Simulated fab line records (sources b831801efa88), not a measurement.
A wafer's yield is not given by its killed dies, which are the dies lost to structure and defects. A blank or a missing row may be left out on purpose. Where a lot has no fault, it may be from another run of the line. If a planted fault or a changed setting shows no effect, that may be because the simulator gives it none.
What tool caused it? + flow gf180mcu + 18 wafers from 6 lots sampled at 2 of the route's 602 steps

WHAT THE GAUGES READ, wafer by wafer
GF_V1_RS_MEAS_24: uses a four-point probe to measure.
| lot  | measured     | on            | V1_W_RS (ohm/sq)  |
|------|--------------|---------------|-------------------|
| L416 | day 18 17:43 | film-metro-04 | 0.325 0.323 0.328 |
| L418 | day 19 13:35 | film-metro-01 | 0.328 0.326 0.329 |
| L422 | day 21 09:08 | film-metro-04 | 0.328 0.329 0.334 |
| L426 | day 22 06:21 | film-metro-04 | 0.331 0.331 0.328 |
| L434 | day 25 03:19 | film-metro-04 | 0.328 0.333 0.332 |
| L437 | day 25 18:57 | film-metro-02 | 0.328 0.327 0.332 |

TOOL THAT RAN EACH LOT (tool first, then ch and the chambers of the sampled wafers, then the start)
| lot  | GF_M1_SPUTTER_00             |
|------|------------------------------|
| L416 | pvd-sputter-03, day 16 16:12 |
| L418 | pvd-sputter-02, day 17 10:45 |
| L422 | pvd-sputter-03, day 19 06:08 |
| L426 | pvd-sputter-03, day 20 04:49 |
| L434 | pvd-sputter-03, day 23 03:16 |
| L437 | pvd-sputter-01, day 23 21:19 |
- GF_M1_SPUTTER_00: material Ti, target thk 37.5 nm, time 150 s.

THE ANSWER, worked out from the rows above alone
Rule: the usual values come from the lots themselves. Put in order of their means at a reading, lots are off if they are a third of the lots or fewer, leave a main group of 4 or more, and stand apart from it by a gap of 3 or more times the standard deviation of the main group's means; of several such gaps the widest counts. The tables above print the reading to a certain number of digits; a main group whose means all agree to those digits is not used. A lot without any number at a reading at which 4 lots or more have one is off too. The other lots that the step has rows for count as sound.
Across all readings shown, no lot is off: no conclusion can be drawn from this.

WHAT THE SIMULATOR HAD PUT IN
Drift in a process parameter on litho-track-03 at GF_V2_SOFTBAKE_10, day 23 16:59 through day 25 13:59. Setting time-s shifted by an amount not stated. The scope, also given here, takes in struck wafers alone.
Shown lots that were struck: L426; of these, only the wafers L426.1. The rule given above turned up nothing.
